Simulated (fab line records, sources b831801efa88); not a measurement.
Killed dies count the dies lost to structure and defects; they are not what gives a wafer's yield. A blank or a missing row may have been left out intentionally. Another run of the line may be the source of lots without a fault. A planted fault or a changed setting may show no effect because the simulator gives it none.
fab line records ; flow sky130
record: lots: 9; wafers: 27; last_day: 50
route steps=708 shown METAL4@633 VIA4@652 METAL5@663 PAD_OPEN@708
lots that met no fault: taken from a fault-free run of the same line
start_h: hours from the record's first day to the start of the lot's first wafer shown ; wait_h: hours from the lot's prior step to this one ; " unchanged from the row above ; L1.1+2: one row covering several wafers at once ; - value missing, or start not given ; * or withheld: withheld ; < > ~ a bound
route shown NAME@n: a module of which the file shows steps, and the number in the route of the first ; usual: mean and standard deviation over wafers with no fault ; same: alike in all rows ; chamber/n: place in a boat ; sites: readings site by site ; _std_site: their standard deviation ; _edge_site: the outer-site mean with the inner-site mean subtracted ; radius_mm: how far each site lies from the wafer's centre ; mask NAME#n: copy n ; behind: the most recent tool/chamber to have shaped the wafer ; hold: why the lot went on hold/how many hours it stayed there/how the hold came to an end ; device: the n, p or np transistor that did not switch ; end of line: tests of these same wafers at the route's end ; a step given without rows: its recipe and nothing more ; killed: count of dies lost to structure and defects at first sort (not the wafer's yield) ; map: the dies of a wafer, with x for killed, . for not killed, _ for no die there
set.NAME: the setting as run; set.NAME@STEP: as run at that earlier step ; model.NAME: the simulator's own value behind a step, which no gauge read
a sample of lots followed through the steps of the route, with each step as a table and each wafer as a row
services: from which hour (start_h, from the record's first day; less than 0 if before it) a tool's chamber was out of use, for how many hours, and why
== steps ==
step: SKY_METAL4_ETCH_17
recipe: target: SiO2; stop_on: TiN; chemistry: C4F8/O2/Ar; source_w: 1500; bias_w: 1200; pressure_mtorr: 40; c4f8_flow_sccm: withheld; O2_flow_sccm: 6; Ar_flow_sccm: 300; time_s: 3.9; target_depth_a: 150
usual: oes_product_au: 0.755/0.0073
lot.wafer;tool;chamber;start_h;wait_h;oes_product_au;rf_hours_counter_h
L634.1;rie_diel-01;3;981.15;0.1;0.753;16
L634.2;rie_diel-01;0;981.15;0.1;0.738;4
L634.6;rie_diel-01;2;981.15;0.1;0.772;-
L637.2;rie_diel-01;1;1003.36;0.1;0.758;11
L637.4;rie_diel-01;3;1003.36;0.1;0.763;17
L637.5;rie_diel-01;1;1003.36;0.1;0.762;-
L639.1;rie_diel-03;3;1020.17;0.1;0.750;3
L639.4;rie_diel-03;2;1020.17;0.1;0.761;21
L639.6;rie_diel-03;2;1020.17;0.1;0.753;-
L640.1;rie_diel-02;0;1033.71;0.1;0.750;20
L640.3;rie_diel-02;2;1033.71;0.1;0.749;12
L640.6;rie_diel-02;3;1033.71;0.1;0.763;-
L641.1;rie_diel-02;1;1034.55;0.1;0.765;17
L641.3;rie_diel-02;2;1034.55;0.1;0.769;12
L641.4;rie_diel-02;3;1034.55;0.1;0.758;11
L651.1;rie_diel-01;1;1090.90;0.1;0.754;14
L651.2;rie_diel-01;2;1090.90;0.1;0.756;6
L651.5;rie_diel-01;0;1090.90;0.1;0.767;-
L652.1;rie_diel-01;2;1099.87;0.1;0.752;6
L652.4;rie_diel-01;3;1099.87;0.1;0.749;20
L652.6;rie_diel-01;0;1099.87;0.1;0.762;-
L654.1;rie_diel-02;1;1110.64;0.1;0.751;17
L654.2;rie_diel-02;2;1110.64;0.1;0.755;15
L654.6;rie_diel-02;2;1110.64;0.1;0.755;-
L657.3;rie_diel-01;3;1132.92;0.0;0.743;21
L657.4;rie_diel-01;0;1132.92;0.0;0.754;9
L657.5;rie_diel-01;0;1132.92;0.0;0.757;-
step: SKY_VIA4_STRIP_13
recipe: chemistry: O2/N2; power_w: 1400; pressure_mtorr: 1500; platen_temp_c: withheld; o2_flow_sccm: 3000; n2_flow_sccm: 300; overash_fraction: 0.5
usual: drypump_motor_current_A: 6.0/0.3; oes_product_au: 0.709/0.0044; strip_time_to_endpoint_s: 12.81/0.033
lot.wafer;tool;chamber;start_h;wait_h;drypump_motor_current_A;oes_product_au;rf_hours_counter_h;strip_time_to_endpoint_s
L634.1;plasma_asher-02;0;1006.58;-;5.9;0.707;116;12.85
L634.2;plasma_asher-02;1;1006.58;-;5.5;0.703;116;12.86
L634.6;plasma_asher-02;1;1006.58;-;5.5;0.706;-;12.83
L637.2;plasma_asher-03;0;1027.83;-;5.9;0.712;93;12.81
L637.4;plasma_asher-03;0;1027.83;-;5.9;0.718;-;12.82
L637.5;plasma_asher-03;0;1027.83;-;5.9;0.711;-;12.80
L639.1;plasma_asher-03;0;1044.04;-;5.9;0.705;95;12.78
L639.4;plasma_asher-03;0;1044.04;-;5.8;0.715;-;12.76
L639.6;plasma_asher-03;0;1044.04;-;5.9;0.713;-;12.79
L640.1;plasma_asher-03;1;1057.71;-;6.5;0.715;96;12.76
L640.3;plasma_asher-03;0;1057.71;-;5.8;0.716;-;12.74
L640.6;plasma_asher-03;0;1057.71;-;5.8;0.710;-;12.74
L641.1;plasma_asher-04;1;1058.23;-;6.0;0.705;31;12.79
L641.3;plasma_asher-04;1;1058.23;-;6.0;0.714;-;12.82
L641.4;plasma_asher-04;0;1058.23;-;6.1;0.708;-;12.80
L651.1;plasma_asher-04;0;1112.73;-;6.0;0.719;37;12.81
L651.2;plasma_asher-04;1;1112.73;-;6.1;0.704;37;12.89
L651.5;plasma_asher-04;1;1112.73;-;6.0;0.705;-;12.90
L652.1;plasma_asher-04;1;1121.13;-;6.0;0.711;37;12.82
L652.4;plasma_asher-04;0;1121.13;-;6.1;0.705;-;12.83
L652.6;plasma_asher-04;0;1121.13;-;6.1;0.711;-;12.83
L654.1;plasma_asher-03;0;1131.49;-;5.9;0.708;104;12.85
L654.2;plasma_asher-03;1;1131.49;-;6.5;0.707;104;12.84
L654.6;plasma_asher-03;1;1131.49;-;6.5;0.706;-;12.86
L657.3;plasma_asher-04;0;1152.77;-;6.0;0.717;-;12.77
L657.4;plasma_asher-04;1;1152.77;-;6.1;0.715;-;12.78
L657.5;plasma_asher-04;1;1152.77;-;6.1;0.714;-;12.84
step: SKY_VIA4_SPUTTER_17
recipe: material: TiN; target_thk_nm: 20; chamber_pressure_pa: 5; power_w: 4000; time_s: 80
usual: cathode_dc_power_W: 4000.0/0.68; throttle_valve_pct: 30.0/1.2
lot.wafer;tool;chamber;start_h;wait_h;cathode_dc_power_W;throttle_valve_pct
L634.1;pvd_sputter-03;-;1007.18;0.0;4000.6;31.4
L634.2;pvd_sputter-03;-;1007.18;0.0;4000.6;29.6
L634.6;pvd_sputter-03;-;1007.18;0.0;4000.8;31.3
L637.2;pvd_sputter-03;-;1028.47;0.0;4000.8;29.7
L637.4;pvd_sputter-03;-;1028.47;0.0;3999.1;31.4
L637.5;pvd_sputter-03;-;1028.47;0.0;3999.4;29.7
L639.1;pvd_sputter-03;-;1044.63;0.0;4001.9;28.4
L639.4;pvd_sputter-03;-;1044.63;0.0;4000.3;30.0
L639.6;pvd_sputter-03;-;1044.63;0.0;3998.9;31.4
L640.1;pvd_sputter-01;-;1058.30;0.0;4000.0;31.9
L640.3;pvd_sputter-01;-;1058.30;0.0;4001.2;28.2
L640.6;pvd_sputter-01;-;1058.30;0.0;4000.4;31.7
L641.1;pvd_sputter-04;-;1058.82;0.0;3999.6;30.8
L641.3;pvd_sputter-04;-;1058.82;0.0;4000.5;30.2
L641.4;pvd_sputter-04;-;1058.82;0.0;4001.0;28.8
L651.1;pvd_sputter-03;-;1113.37;0.0;3999.7;31.4
L651.2;pvd_sputter-03;-;1113.37;0.0;4000.6;30.1
L651.5;pvd_sputter-03;-;1113.37;0.0;3999.5;29.5
L652.1;pvd_sputter-01;-;1121.73;0.0;4000.6;28.3
L652.4;pvd_sputter-01;-;1121.73;0.0;4000.0;32.1
L652.6;pvd_sputter-01;-;1121.73;0.0;4000.0;31.2
L654.1;pvd_sputter-01;-;1132.14;0.0;4000.6;29.1
L654.2;pvd_sputter-01;-;1132.14;0.0;4000.7;32.0
L654.6;pvd_sputter-01;-;1132.14;0.0;3999.6;28.1
L657.3;pvd_sputter-03;-;1153.34;0.0;4000.5;29.6
L657.4;pvd_sputter-03;-;1153.34;0.0;3999.0;31.4
L657.5;pvd_sputter-03;-;1153.34;0.0;4000.2;29.9
step: SKY_METAL5_SPUTTER_02
recipe: material: AlCu; target_thk_nm: 1150; power_w: 10600; time_s: 61.2; chamber_pressure_pa: 0.4
usual: cathode_dc_power_W: 10600/2.2; throttle_valve_pct: 29.6/1.2
lot.wafer;tool;chamber;start_h;wait_h;cathode_dc_power_W;throttle_valve_pct
L634.1;pvd_sputter-01;-;1007.92;0.0;10597;32.1
L634.2;pvd_sputter-01;-;1007.92;0.0;10602;31.2
L634.6;pvd_sputter-01;-;1007.92;0.0;10601;28.2
L637.2;pvd_sputter-04;-;1029.21;0.0;10600;29.1
L637.4;pvd_sputter-04;-;1029.21;0.0;10599;30.6
L637.5;pvd_sputter-04;-;1029.21;0.0;10600;31.1
L639.1;pvd_sputter-01;-;1045.37;0.0;10602;31.8
L639.4;pvd_sputter-01;-;1045.37;0.0;10603;32.2
L639.6;pvd_sputter-01;-;1045.37;0.0;10596;29.1
L640.1;pvd_sputter-01;-;1059.20;0.0;10601;31.3
L640.3;pvd_sputter-01;-;1059.20;0.0;10599;32.1
L640.6;pvd_sputter-01;-;1059.20;0.0;10602;28.9
L641.1;pvd_sputter-04;-;1060.10;0.0;10599;30.5
L641.3;pvd_sputter-04;-;1060.10;0.0;10600;28.8
L641.4;pvd_sputter-04;-;1060.10;0.0;10600;30.9
L651.1;pvd_sputter-04;-;1114.11;0.0;10600;28.7
L651.2;pvd_sputter-04;-;1114.11;0.0;10596;30.5
L651.5;pvd_sputter-04;-;1114.11;0.0;10601;30.3
L652.1;pvd_sputter-02;-;1122.47;0.0;10594;29.4
L652.4;pvd_sputter-02;-;1122.47;0.0;10598;28.5
L652.6;pvd_sputter-02;-;1122.47;0.0;10605;29.1
L654.1;pvd_sputter-02;-;1132.95;0.0;10601;29.4
L654.2;pvd_sputter-02;-;1132.95;0.0;10601;27.9
L654.6;pvd_sputter-02;-;1132.95;0.0;10603;29.1
L657.3;pvd_sputter-01;-;1154.08;0.0;10597;28.0
L657.4;pvd_sputter-01;-;1154.08;0.0;10599;29.1
L657.5;pvd_sputter-01;-;1154.08;0.0;10601;28.2
step: SKY_METAL5_RS_MEAS_05
recipe: thk_meas_gauge: four-point-probe; reads: TiN_of_METAL5_SPUTTER_04+Ti_of_METAL5_SPUTTER_03+AlCu_of_METAL5_SPUTTER_02+TiN_of_METAL5_SPUTTER_01+Ti_of_METAL5_SPUTTER_00
usual: METAL5_ALCU_RS: 0.0270/0.00036
lot.wafer;tool;chamber;start_h;wait_h;hold;METAL5_ALCU_RS[ohm/sq]
L634.1;film_metro-03;-;1008.04;0.0;-;0.0274
L634.2;film_metro-03;-;1008.04;0.0;-;0.0274
L634.6;film_metro-03;-;1008.04;0.0;-;0.0277
L637.2;film_metro-03;-;1029.35;0.0;-;0.0270
L637.4;film_metro-03;-;1029.35;0.0;-;0.0268
L637.5;film_metro-03;-;1029.35;0.0;-;0.0263
L639.1;film_metro-04;-;1045.49;0.0;-;0.0273
L639.4;film_metro-04;-;1045.49;0.0;-;0.0272
L639.6;film_metro-04;-;1045.49;0.0;-;0.0266
L640.1;film_metro-04;-;1059.32;0.0;-;0.0274
L640.3;film_metro-04;-;1059.32;0.0;-;0.0275
L640.6;film_metro-04;-;1059.32;0.0;-;0.0266
L641.1;film_metro-02;-;1060.22;0.0;-;0.0268
L641.3;film_metro-02;-;1060.22;0.0;-;0.0269
L641.4;film_metro-02;-;1060.22;0.0;-;0.0266
L651.1;film_metro-03;-;1114.23;0.0;await_dispo/0.2h/release;0.0267
L651.2;film_metro-03;-;1114.23;0.0;await_dispo/0.2h/release;0.0269
L651.5;film_metro-03;-;1114.23;0.0;await_dispo/0.2h/release;0.0555
L651.1;film_metro-03;-;1114.52;0.3;-;0.0267
L651.2;film_metro-03;-;1114.52;0.3;-;0.0268
L651.5;film_metro-03;-;1114.52;0.3;-;0.0554
L652.1;film_metro-03;-;1122.58;0.0;-;0.0272
L652.4;film_metro-03;-;1122.58;0.0;-;0.0269
L652.6;film_metro-03;-;1122.58;0.0;-;0.0275
L654.1;film_metro-04;-;1133.07;0.0;-;0.0274
L654.2;film_metro-04;-;1133.07;0.0;-;0.0274
L654.6;film_metro-04;-;1133.07;0.0;-;0.0276
L657.3;film_metro-03;-;1154.24;0.1;-;0.0272
L657.4;film_metro-03;-;1154.24;0.1;-;0.0268
L657.5;film_metro-03;-;1154.24;0.1;-;0.0274
step: SKY_METAL5_THK_MEAS_06
recipe: thk_meas_gauge: xrf; reads: AlCu_of_METAL5_SPUTTER_02
usual: METAL5_ALCU_THK: 1165/17
lot.wafer;tool;chamber;start_h;wait_h;hold;METAL5_ALCU_THK[nm]
L634.1;film_metro-03;-;1008.16;0.1;-;1143
L634.2;film_metro-03;-;1008.16;0.1;-;1145
L634.6;film_metro-03;-;1008.16;0.1;-;1131
L637.2;film_metro-03;-;1029.46;0.1;-;1162
L637.4;film_metro-03;-;1029.46;0.1;-;1164
L637.5;film_metro-03;-;1029.46;0.1;-;1183
L639.1;film_metro-04;-;1045.61;0.1;-;1168
L639.4;film_metro-04;-;1045.61;0.1;-;1163
L639.6;film_metro-04;-;1045.61;0.1;-;1201
L640.1;film_metro-04;-;1059.44;0.1;-;1162
L640.3;film_metro-04;-;1059.44;0.1;-;1163
L640.6;film_metro-04;-;1059.44;0.1;-;1200
L641.1;film_metro-02;-;1060.34;0.1;-;1176
L641.3;film_metro-02;-;1060.34;0.1;-;1174
L641.4;film_metro-02;-;1060.34;0.1;-;1187
L651.1;film_metro-03;-;1117.82;3.3;await_dispo/0.2h/release;1174
L651.2;film_metro-03;-;1117.82;3.3;await_dispo/0.2h/release;1159
L651.5;film_metro-03;-;1117.82;3.3;await_dispo/0.2h/release;564
L651.1;film_metro-03;-;1118.05;0.2;-;1170
L651.2;film_metro-03;-;1118.05;0.2;-;1164
L651.5;film_metro-03;-;1118.05;0.2;-;564
L652.1;film_metro-03;-;1122.70;0.1;-;1145
L652.4;film_metro-03;-;1122.70;0.1;-;1161
L652.6;film_metro-03;-;1122.70;0.1;-;1137
L654.1;film_metro-04;-;1133.19;0.1;-;1166
L654.2;film_metro-04;-;1133.19;0.1;-;1146
L654.6;film_metro-04;-;1133.19;0.1;-;1148
L657.3;film_metro-03;-;1154.34;0.1;-;1145
L657.4;film_metro-03;-;1154.34;0.1;-;1173
L657.5;film_metro-03;-;1154.34;0.1;-;1148
step: SKY_METAL5_METAL_ETCH_15
recipe: target_depth_a: 12600; stop_on: SiO2; over_etch_frac: 0.2; time_s: 252; chemistry: Cl2/BCl3; resist_sidewall_deg: 86; pressure_mtorr: 10; icp_w: 900; bias_w: 48.5; Cl2_flow_sccm: 60; bcl3_flow_sccm: 30
usual: drypump_motor_current_A: 5.7/0.43; oes_product_au: 0.894/0.0055; throttle_valve_pct: 22.263/0.0094
same: over_etch_frac: 0.2
lot.wafer;tool;chamber;start_h;wait_h;drypump_motor_current_A;oes_product_au;rf_hours_counter_h;throttle_valve_pct
L634.1;rie_metal-01;0;1030.87;0.0;5.9;0.895;6;22.247
L634.2;rie_metal-01;1;1030.87;0.0;5.1;0.896;20;22.261
L634.6;rie_metal-01;1;1030.87;0.0;5.1;0.885;-;22.276
L637.2;rie_metal-04;1;1051.30;0.0;6.3;0.891;19;22.259
L637.4;rie_metal-04;1;1051.30;0.0;6.4;0.895;-;22.261
L637.5;rie_metal-04;0;1051.30;0.0;6.2;0.896;-;22.266
L639.1;rie_metal-04;1;1067.31;0.0;6.4;0.886;20;22.265
L639.4;rie_metal-04;1;1067.31;0.0;6.4;0.886;-;22.268
L639.6;rie_metal-04;1;1067.31;0.0;6.4;0.908;-;22.255
L640.1;rie_metal-01;1;1079.52;0.0;5.1;0.894;25;22.262
L640.3;rie_metal-01;1;1079.52;0.0;5.1;0.906;-;22.266
L640.6;rie_metal-01;1;1079.52;0.0;5.1;0.897;-;22.267
L641.1;rie_metal-01;0;1081.21;0.0;5.9;0.891;9;22.270
L641.3;rie_metal-01;1;1081.21;0.0;5.1;0.891;-;22.256
L641.4;rie_metal-01;0;1081.21;0.0;5.9;0.891;-;22.259
L651.1;rie_metal-03;0;1133.61;0.0;5.5;0.899;17;22.251
L651.2;rie_metal-03;1;1133.61;0.0;5.4;0.895;7;22.248
L651.5;rie_metal-03;0;1133.61;0.0;5.5;0.669;-;22.273
L652.1;rie_metal-01;1;1142.20;0.0;5.1;0.902;28;22.242
L652.4;rie_metal-01;0;1142.20;0.0;5.9;0.902;-;22.257
L652.6;rie_metal-01;0;1142.20;0.0;5.9;0.891;-;22.274
L654.1;rie_metal-03;1;1151.55;0.0;5.4;0.897;9;22.268
L654.2;rie_metal-03;0;1151.55;0.0;5.4;0.907;19;22.277
L654.6;rie_metal-03;1;1151.55;0.0;5.4;0.899;-;22.256
L657.3;rie_metal-04;1;1171.93;0.1;6.4;0.887;-;22.243
L657.4;rie_metal-04;0;1171.93;0.1;6.2;0.898;-;22.252
L657.5;rie_metal-04;1;1171.93;0.1;6.3;0.896;-;22.268
step: SKY_PAD_OPEN_PROBE_99
usual: defect_limited_yield: 82.5/1.9; killed_at_M0_to_M3: 42/6.9; killed_at_M4_up: 3.2/1.7; killed_at_contacts: 25/5.1; killed_at_front_end: 15/4.5; killed_at_other: 0.4/0.63; killed_dies: 86/9.3; killed_open: 46/7; killed_short: 39/6.9; sort_bin_3_pad_short: 0.9/0.45; sort_bin_5_function: 10.4/1.5; sort_bin_6_memory: 6.3/1.1; sort_n_pass: 406/9.3; sort_yield_pct: 82.5/1.9
same: gross_dies: 492; killed_at_back_side: 0; sort_bin_4_leakage[%]: 0; sort_bin_8_speed[%]: 0
lot.wafer;tool;chamber;start_h;wait_h;defect_limited_yield[%];killed_at_M0_to_M3;killed_at_M4_up;killed_at_contacts;killed_at_front_end;killed_at_other;killed_dies;killed_open;killed_short;sort_bin_3_pad_short[%];sort_bin_5_function[%];sort_bin_6_memory[%];sort_n_pass;sort_yield_pct[%]
L654.1;prober-02;-;1189.18;0.1;85.2;35;4;16;18;0;73;29;44;0.4;8.9;5.5;419;85.2
L654.2;prober-02;-;1189.23;0.1;82.1;45;7;19;17;0;88;38;50;1.6;10.8;5.5;404;82.1
L654.6;prober-02;-;1189.43;0.2;80.3;50;3;25;19;0;97;51;46;0.6;11.6;7.5;395;80.3
killed by level:class
L654.1 FIELD_ISO:geometric_particle:short=7 LI_CONTACT:geometric_particle:open=6 METAL1:geometric_particle:short=6 VIA1:geometric_particle:open=5 VIA1:geometric_particle:short=5 VIA2:geometric_particle:open=5 LOCAL_INTERCONNECT:geometric_particle:short=4 CONTACT:geometric_particle:open=4
L654.2 VIA1:geometric_particle:open=8 VIA2:geometric_particle:open=8 FIELD_ISO:geometric_particle:short=7 METAL1:geometric_particle:short=6 FIELD_ISO:geometric_particle:open=5 LOCAL_INTERCONNECT:geometric_particle:short=5 VIA1:geometric_particle:short=5 METAL2:geometric_particle:short=5
L654.6 VIA2:geometric_particle:open=14 VIA1:geometric_particle:open=9 CONTACT:geometric_particle:short=8 POLY_GATE:geometric_particle:short=7 METAL2:geometric_particle:short=6 CONTACT:geometric_particle:open=5 LI_CONTACT:geometric_particle:open=5 VIA3:geometric_particle:short=5
== services ==
tool;chamber;start_h;hours;kind
plasma_asher-03;-;958.84;1.6;repair
plasma_asher-03;-;990.17;1.4;repair
rie_metal-04;-;997.80;0.9;repair
pvd_sputter-01;-;1002.54;1.3;repair
plasma_asher-02;-;1010.55;5.3;repair
plasma_asher-02;-;1015.91;2.4;repair
rie_metal-01;0;1017.30;3.6;repair
plasma_asher-02;-;1046.43;1.7;repair
rie_metal-01;0;1048.92;16.9;repair
rie_diel-02;1;1052.08;57.6;repair
plasma_asher-02;-;1055.25;9.0;pm
pvd_sputter-02;-;1064.29;6.9;repair
plasma_asher-03;-;1073.49;0.9;repair
rie_metal-04;-;1084.23;0.6;repair
rie_diel-03;0;1088.33;5.5;repair
pvd_sputter-02;-;1088.73;0.6;repair
pvd_sputter-01;-;1096.54;8.8;repair
rie_diel-01;3;1102.39;10.3;repair
rie_metal-01;-;1107.35;5.5;repair
rie_metal-01;1;1117.92;20.3;repair
rie_diel-02;-;1130.53;14.6;pm
rie_metal-04;-;1139.10;2.8;pm
pvd_sputter-02;-;1149.42;7.1;repair
pvd_sputter-02;-;1166.20;3.6;repair
== key ==
first_sign: step: SKY_METAL5_RS_MEAS_05; reading: visit; direction: added
effect: step: SKY_METAL5_RS_MEAS_05; reading: METAL5_ALCU_RS; direction: up; sigmas: 80; usual: 0.0270; struck: 0.0555
effect: step: SKY_METAL5_THK_MEAS_06; reading: visit; direction: added
effect: step: SKY_METAL5_THK_MEAS_06; reading: METAL5_ALCU_THK; direction: down; sigmas: 35; usual: 1165; struck: 564
effect: step: SKY_METAL5_METAL_ETCH_15; reading: oes_product_au; direction: down; sigmas: 41; usual: 0.894; struck: 0.669
met_at SKY_METAL5_SPUTTER_02
struck_lots L651
struck_wafers L651.5
not_acting_at SKY_METAL4_ETCH_17,SKY_VIA4_STRIP_13,SKY_VIA4_SPUTTER_17
fault: kind: process_parameter_drift; tool: pvd_sputter-04; chamber: -; onset_h: 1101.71; steps: SKY_METAL5_SPUTTER_02; channel: target_thk_nm; offset: -603.32; shape: step; end_h: 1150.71; acts_in: these_recipes_only; stated: 1150; scope: struck_wafers_only
